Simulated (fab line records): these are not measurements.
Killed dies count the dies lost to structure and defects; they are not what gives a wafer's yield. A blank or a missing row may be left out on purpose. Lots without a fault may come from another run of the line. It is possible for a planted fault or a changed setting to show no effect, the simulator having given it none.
Check of tool commonality + flow sky130 + Sampled: 12 lots, 36 wafers

== WHY THIS WAS OPENED ==
3 of 12 lots carry a flag on the reading PWDE_RS at SKY_NWELL_RS_MEAS_31. Wafers without a fault read 5277 ohm/sq, standard deviation 15.
Rule: flag the lot when none of its wafers has a number, or when each of its wafers that has one lies beyond 4 standard deviations from that mean. As for the other lots, they are considered sound.

| lot  | measured     | on           | PWDE_RS (ohm/sq), wafer by wafer | flag    |
|------|--------------|--------------|----------------------------------|---------|
| L102 | day 5 14:47  | filmMetro-04 | 5268 5277 5258                   |         |
| L103 | day 5 20:51  | filmMetro-01 | 5288 5276 5274                   |         |
| L105 | day 6 20:21  | filmMetro-04 | 5407 5410 5405                   | FLAGGED |
| L107 | day 7 00:28  | filmMetro-02 | 5446 5426 5446                   | FLAGGED |
| L110 | day 7 23:11  | filmMetro-02 | 5430 5415 5414                   | FLAGGED |
| L115 | day 8 21:22  | filmMetro-02 | 5271 5280 5277                   |         |
| L118 | day 9 17:29  | filmMetro-04 | 5263 5262 5249                   |         |
| L120 | day 10 05:10 | filmMetro-04 | 5282 5269 5274                   |         |
| L121 | day 10 08:31 | filmMetro-04 | 5253 5269 5261                   |         |
| L122 | day 10 12:30 | filmMetro-01 | 5261 5246 5268                   |         |
| L123 | day 10 19:07 | filmMetro-04 | 5264 5267 5269                   |         |
| L124 | day 11 06:58 | filmMetro-01 | 5288 5286 5264                   |         |
The numbers of the flagged lots are 5422 ohm/sq on average: +145 ohm/sq against the usual, or +10 standard deviations.

== TOOL THAT RAN EACH LOT ==
2 process steps preceding the reading are held in the record, out of 708 steps in the route. Each cell gives the tool, then ch followed by the chambers the sampled wafers passed through, then the start.
| lot  | flag    | SKY_PWDE_IMPLANT_08            | SKY_NWELL_STRIP_25                  |
|------|---------|--------------------------------|-------------------------------------|
| L102 |         | implanter-04 ch 0, day 4 02:57 | plasmaAsher-04 ch 0,1, day 5 14:13  |
| L103 |         | implanter-03 ch 0, day 4 08:55 | plasmaAsher-04 ch 0,1, day 5 20:17  |
| L105 | FLAGGED | implanter-04 ch 0, day 5 06:04 | plasmaAsher-04 ch 0,1, day 6 19:47  |
| L107 | FLAGGED | implanter-04 ch 0, day 5 10:00 | plasmaAsher-04 ch 0,1, day 6 23:54  |
| L110 | FLAGGED | implanter-04 ch 0, day 6 06:24 | plasmaAsher-01 ch 0,1, day 7 22:37  |
| L115 |         | implanter-03 ch 0, day 7 03:21 | plasmaAsher-03 ch 0,1, day 8 20:46  |
| L118 |         | implanter-03 ch 0, day 7 23:03 | plasmaAsher-03 ch 0,1, day 9 16:56  |
| L120 |         | implanter-03 ch 0, day 8 09:40 | plasmaAsher-03 ch 0,1, day 10 04:36 |
| L121 |         | implanter-03 ch 0, day 8 11:53 | plasmaAsher-03 ch 0,1, day 10 07:56 |
| L122 |         | implanter-02 ch 0, day 8 16:21 | plasmaAsher-01 ch 0, day 10 11:57   |
| L123 |         | implanter-03 ch 0, day 8 22:33 | plasmaAsher-04 ch 0,1, day 10 18:34 |
| L124 |         | implanter-02 ch 0, day 9 09:25 | plasmaAsher-01 ch 0,1, day 11 06:25 |
These steps, and what they do:
- SKY_PWDE_IMPLANT_08
- SKY_NWELL_STRIP_25: strips in O2/N2.
- SKY_NWELL_RS_MEAS_31: measures by four-point-probe.

== FLAGGED AGAINST TOTAL, ONE TOOL AT A TIME (gauges that did the reading follow at the end) ==
| step                 | tool           | lots run | flagged | share of the flagged lots | sound lots run after its first flagged lot |
|----------------------|----------------|----------|---------|---------------------------|--------------------------------------------|
| SKY_PWDE_IMPLANT_08  | implanter-02   | 2        | 0       | none                      | -                                          |
| SKY_PWDE_IMPLANT_08  | implanter-03   | 6        | 0       | none                      | -                                          |
| SKY_PWDE_IMPLANT_08  | implanter-04   | 4        | 3       | all                       | 0                                          |
| SKY_NWELL_STRIP_25   | plasmaAsher-01 | 3        | 1       | some                      | 2 (L122,L124)                              |
| SKY_NWELL_STRIP_25   | plasmaAsher-03 | 4        | 0       | none                      | -                                          |
| SKY_NWELL_STRIP_25   | plasmaAsher-04 | 5        | 2       | some                      | 1 (L123)                                   |
| SKY_NWELL_RS_MEAS_31 | filmMetro-01   | 3        | 0       | none                      | -                                          |
| SKY_NWELL_RS_MEAS_31 | filmMetro-02   | 3        | 2       | some                      | 1 (L115)                                   |
| SKY_NWELL_RS_MEAS_31 | filmMetro-04   | 6        | 1       | some                      | 4 (L118,L120,L121,L123)                    |

== THE TABLE: WHAT IT ALLOWS ==
Rows of the table that ran each flagged lot: 1, that is implanter-04 at SKY_PWDE_IMPLANT_08.
- implanter-04 at SKY_PWDE_IMPLANT_08 ran 4 lots, 3 of them flagged. It ran its last sound lot, L102, at day 4 02:57 and its first flagged lot, L105, at day 5 06:04: a fault with its onset between the two fits. Its own readings (doseIonsCm2) fall more than 4 standard deviations out on all wafers of the flagged lots.
Just one tool remains: implanter-04 at SKY_PWDE_IMPLANT_08.

== WHAT THE SIMULATOR HAD INSERTED ==
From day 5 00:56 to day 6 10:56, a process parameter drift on implanter-04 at SKY_PWDE_IMPLANT_08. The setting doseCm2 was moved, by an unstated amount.
Struck lots among those shown: L105, L107, L110. The same result came from the rule above.
